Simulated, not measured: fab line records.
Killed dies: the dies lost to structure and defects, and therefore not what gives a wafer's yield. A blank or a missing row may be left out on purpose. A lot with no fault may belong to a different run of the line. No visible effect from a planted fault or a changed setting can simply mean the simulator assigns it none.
Split-lot experiment | flow sfqLine | route with 325 steps; 5 lots, 23 wafers read

== ABOUT THE SPLIT ==
At SFQ_TRILAYER_M1_DEP_SPUTTER_037 (material Nb, target thk 200 nm, time 133.3 s), the setting powerW was moved away from the recipe's 2000 W on 10 of the 23 wafers read, by -11.7% to +9.3%. For the rest of the wafers, this setting stayed at what the recipe calls for.

== FROM THE SPLIT ON TO THE READING: in between, the file shows 1 step ==
- SFQ_M1_RS_MEAS_909: measures by four-point-probe

== THE READING ==
oesProductAu, in a.u., at SFQ_TRILAYER_M1_ETCH_METAL_ETCH_042 (etches Nb in Cl2/Ar, stops on SiO2, target depth 240 nm, time 120 s). A value of 0.894 a.u. with a standard deviation of 0.0062 a.u. is what fault-free wafers of this fab line usually give.

wafer  | tool, chamber at the split | powerW as run, W | against the recipe | oesProductAu, a.u. | against lot-mates on the recipe
L074.2 | pvdSputter-04, -           | 1799             | -10.1%             | 0.845              | -0.048
L074.3 | pvdSputter-04, -           | 1799             | -10.1%             | 0.853              | -0.040
L074.4 | pvdSputter-04, -           | 2000             | recipe             | 0.897              | -
L074.5 | pvdSputter-04, -           | 2000             | recipe             | 0.894              | -
L074.6 | pvdSputter-04, -           | 2000             | recipe             | 0.887              | -
L076.1 | pvdSputter-04, -           | 2000             | recipe             | 0.895              | -
L076.2 | pvdSputter-04, -           | 1767             | -11.7%             | 0.835              | -0.058
L076.3 | pvdSputter-04, -           | 1767             | -11.7%             | 0.839              | -0.054
L076.4 | pvdSputter-04, -           | 2000             | recipe             | 0.891              | -
L076.6 | pvdSputter-04, -           | 1767             | -11.7%             | 0.830              | -0.063
L077.2 | pvdSputter-04, -           | 2000             | recipe             | 0.893              | -
L077.3 | pvdSputter-04, -           | 2000             | recipe             | 0.885              | -
L077.4 | pvdSputter-04, -           | 2186             | +9.3%              | 0.942              | +0.052
L077.5 | pvdSputter-04, -           | 2186             | +9.3%              | 0.947              | +0.057
L077.6 | pvdSputter-04, -           | 2000             | recipe             | 0.892              | -
L079.1 | pvdSputter-04, -           | 2160             | +8.0%              | 0.923              | +0.032
L079.3 | pvdSputter-04, -           | 2000             | recipe             | 0.899              | -
L079.4 | pvdSputter-04, -           | 2160             | +8.0%              | 0.935              | +0.044
L079.5 | pvdSputter-04, -           | 2160             | +8.0%              | 0.924              | +0.033
L079.6 | pvdSputter-04, -           | 2000             | recipe             | 0.884              | -
L083.1 | pvdSputter-06, -           | 2000             | recipe             | 0.895              | -
L083.2 | pvdSputter-06, -           | 2000             | recipe             | 0.900              | -
L083.6 | pvdSputter-06, -           | 2000             | recipe             | 0.893              | -

FIT RESULTS
A straight line over all 23 wafers: oesProductAu changes by +0.00483 a.u. for each +1% of powerW; r = +0.99; the points scatter about the line by 0.0056 a.u.
The same after taking each lot's own level away (the mean of its wafers on the recipe; 23 wafers): +0.00493 a.u. for each +1%; r = +0.99; scatter 0.0056 a.u.
Per that fit: largest powerW move, reading shift of 0.057 a.u.
The span of the lots' own levels, 0.8900 to 0.8960 a.u., comes to 1.0 times the standard deviation stated above.
The two slopes agree, so the slope changes little with the lot-to-lot level.
Check: -0.0564 a.u. against its lot-mates is what the line predicts for one of the wafers moved furthest among these (-11.7%) when that wafer is left out of the fit. Against them it came out at -0.058 a.u.

== FURTHER SPLITS ON THESE WAFERS ==
Other splits were also applied to these wafers ahead of the reading. Each is held against what the fit with the lots' levels taken away leaves over:
other split on the same wafers                 | wafers away from the commonest value | r with oesProductAu (lot level and that fit taken away)
SFQ_TRILAYER_L0_LITHO_PEB_008 pebTempC         | 10                                   | +0.05
SFQ_TRILAYER_L0_BARC_OPEN_METAL_ETCH_010 timeS | 7                                    | -0.05
SFQ_TRILAYER_L0_VIA_LITHO_PEB_016 pebTimeS     | 10                                   | +0.39
SFQ_TRILAYER_M0_DEP_SPUTTER_019 timeS          | 11                                   | -0.03
SFQ_TRILAYER_M0_LITHO_EXPOSE_022 doseMj        | 11                                   | -0.15
SFQ_TRILAYER_I0_CMP_CMP_028 leaveAboveRefNm    | 9                                    | +0.14
SFQ_TRILAYER_I0_VIA_LITHO_PEB_034 pebTimeS     | 8                                    | -0.04
SFQ_TRILAYER_I0_VIA_ETCH_VIA_ETCH_034 sourceW  | 9                                    | +0.01

== THE WHOLE CHAIN: every reading that the file lists as answering this split, in the file's order ==
step                                | what it does                                                        | reading                                                                                  | change (the file's fit)                   | r (the file's)
SFQ_TRILAYER_M1_DEP_SPUTTER_037     | material Nb, target thk 200 nm, time 133.3 s                        | Nb_of_TRILAYER_M1_DEP_SPUTTER_037.thkNm (the simulator's own value, which no gauge read) | +2 nm for each +1% of the setting         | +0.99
SFQ_M1_RS_MEAS_909                  | measures by four-point-probe                                        | M1_NB_RS                                                                                 | -0.00939 for each +1% of the setting      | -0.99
SFQ_TRILAYER_M1_ETCH_METAL_ETCH_042 | etches Nb in Cl2/Ar, stops on SiO2, target depth 240 nm, time 120 s | oesProductAu                                                                             | +0.00495 a.u. for each +1% of the setting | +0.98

== THE FILE'S OWN FIT ==
oesProductAu changes by +0.00495 a.u. for each +1% of powerW, r = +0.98.
